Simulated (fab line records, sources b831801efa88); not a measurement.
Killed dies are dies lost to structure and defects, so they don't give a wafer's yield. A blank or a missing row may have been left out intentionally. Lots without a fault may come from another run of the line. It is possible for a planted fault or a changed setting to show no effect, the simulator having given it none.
Matching of chambers    flow gf180mcu    GF_V4_CMP_26 on cmp-02 has 4 sister chambers
The step polishes, stops on SiO2, t overpolish 15 s, target thk 0 nm. 4 wafers are shown with their chamber, then 6 later ones without.

## WAFERS PAIRED WITH THEIR CHAMBERS
wafer   chamber  motor_current_A (A)
L776.5  2        9.8
L778.1  0        9.7
L778.2  1        10.9
L778.4  3        11.1

## WAFERS WITHOUT THEIR CHAMBER
wafer   motor_current_A (A)
L783.2  10.8
L783.5  9.9
L783.6  10.9
L784.3  10.1
L784.4  11.0
L784.5  10.3

## THE CHAMBER EACH PASSED THROUGH
wafer   from the rows above                in truth
L783.2  can't be placed: 1 or 3            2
L783.5  can't be placed: 2 or 0            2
L783.6  can't be placed: 1 or 3            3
L784.3  can't be placed: 2 or 0            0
L784.4  can't be placed: 1 or 3            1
L784.5  can't be placed: 2 or 1 or 0 or 3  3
Correctly placed: 0 of 6. Cannot be placed on the basis of these rows: 6; the candidates contain the true chamber in 5. Placed wrongly: 0.
How it was worked out, from the rows above alone: a wafer's distance from a chamber is the root of the sum, over the readings, of the square of ((its reading less the chamber's mean) divided by the reading's scatter). If the next closest chamber is less than 2 further off than the closest, the wafer can't be placed; otherwise it belongs to the closest. For every chamber, the mean is computed from those of its wafers that are shown. The scatter: with one shown wafer a chamber, the root of the mean of the squares of how far each hidden wafer lies from its nearest shown one.
